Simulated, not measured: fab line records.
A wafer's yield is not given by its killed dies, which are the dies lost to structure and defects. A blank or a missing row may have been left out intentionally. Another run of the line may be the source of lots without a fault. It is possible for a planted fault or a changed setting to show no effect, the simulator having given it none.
A lot that was struck, set against a sound lot / flow sky130 / 17 out of 708 route steps
Sound: wafers L158.1, L158.3, L158.5. Wafers L163.2, L163.6 were the ones struck. Last of all comes the cause.
Each step with rows lists, per side, the tool, then ch with its chambers, then its first start. Under that, the readings that differ: sound wafers / struck wafers / difference of the means / sigmas: that difference in standard deviations of wafers without a fault.
alike: readings whose means differ by less than 2 such deviations, and words and numbers that are the same on both sides. not compared: withheld readings, readings that some wafer has no value for, bounds like >300 that may hide the same value, and numbers for which the record gives no deviation and whose values overlap.
A row with sigmas, a row that says differs or no value, or rows on one side alone: a step with any of these is where the two part. When numbers do not overlap yet have no deviation, they are printed without sigmas and do not part them. A reading missing from all wafers of one side parts the sides only when that side holds two or more wafers.

SKY_LDD_P_OVL_MEAS_08:
  struck on overlay-01, day 22 03:37; sound on overlay-01, day 19 22:00
reading=LDD_P_OVL (nm); sound=-3.9 -1.1 -1.8; struck=1.2 0.8; difference=+3.3; sigmas=+3
then, 1 step without rows for these wafers: SKY_LDD_P_IMPLANT_09.
SKY_LDD_P_STRIP_10: strips in O2/N2.
  sound on plasma asher-04 ch 1, day 19 22:11; struck on plasma asher-01 ch 0,1, day 22 03:47
  alike: drypump motor current A, oes product au, strip time to endpoint s
  not compared: rf hours counter h
SKY_LDD_P_TW_MEAS_11:
  struck on film metro-01, day 22 03:54; sound on film metro-03, day 19 22:17
  alike: LDD_P_TW
then, 7 steps without rows for these wafers: SKY_LDD_HVN_DEHYDRATE_00 (time 60 s); SKY_LDD_HVN_HMDS_01 (prime time 60 s); SKY_LDD_HVN_COAT_02 (resist thk 300 nm); SKY_LDD_HVN_SOFTBAKE_03 (time 60 s); SKY_LDD_HVN_EXPOSE_04 (exposes mask HVNTM, target cd 700 nm); SKY_LDD_HVN_PEB_05; SKY_LDD_HVN_DEVELOP_06 (develop time 60 s).
SKY_LDD_HVN_OVL_MEAS_07:
  struck on overlay-01, day 23 10:20; sound on overlay-02, day 21 05:05
reading=LDD_HVN_OVL (nm); sound=2.3 3.1 1.1; struck=-0.4 -0.8; difference=-2.8; sigmas=-2
SKY_LDD_HVN_IMPLANT_08:
  sound on implanter-01 ch 0, day 21 05:07; struck on implanter-01 ch 0, day 23 10:23
reading=beam on s (s); sound=10.11 9.75 9.81; struck=10.81 10.95; difference=+0.99; sigmas=+5
reading=faraday current uA; sound=168 174 172; struck=156 154; difference=-16; sigmas=-5
SKY_LDD_HVN_STRIP_09: strips in O2/N2.
  sound on plasma asher-01 ch 1, day 21 05:16; struck on plasma asher-01 ch 0, day 23 10:31
  alike: drypump motor current A, oes product au, strip time to endpoint s
  not compared: rf hours counter h
SKY_LDD_HVN_TW_MEAS_10:
  struck on film metro-02, day 23 10:38; sound on film metro-04, day 21 05:22
reading=LDD_HVN_TW; sound=1437 1431 1428; struck=1475 1470; difference=+40; sigmas=+5
then, 1 step without rows for these wafers: SKY_LDD_HVP_DEHYDRATE_00 (time 60 s).
-- a jump in the record: the struck wafers' starts before and after are 24 days apart (it breaks off in module LDD_HVP and resumes in module PAD_OPEN, where the first step shown is number 708 of the route) --
SKY_PAD_OPEN_PROBE_99:
  struck on prober-02, day 47 22:27; sound on prober-01, day 46 08:35
reading=model.etest.tip_n_5v.rs ohm sq; sound=1396 1390 1384; struck=1338 1324; difference=-59; sigmas=
  alike: killed_at_M0_to_M3, killed_at_M4_up, killed at contacts, killed at front end, killed at other, killed dies, killed on rim, killed open, killed short

== WHERE THEY PART ==
Earliest at SKY_LDD_P_OVL_MEAS_08; latest, in this record, at SKY_LDD_HVN_TW_MEAS_10. Later steps at which nothing parts them and some readings are alike: SKY_PAD_OPEN_PROBE_99.

WHY: what the simulator had put in
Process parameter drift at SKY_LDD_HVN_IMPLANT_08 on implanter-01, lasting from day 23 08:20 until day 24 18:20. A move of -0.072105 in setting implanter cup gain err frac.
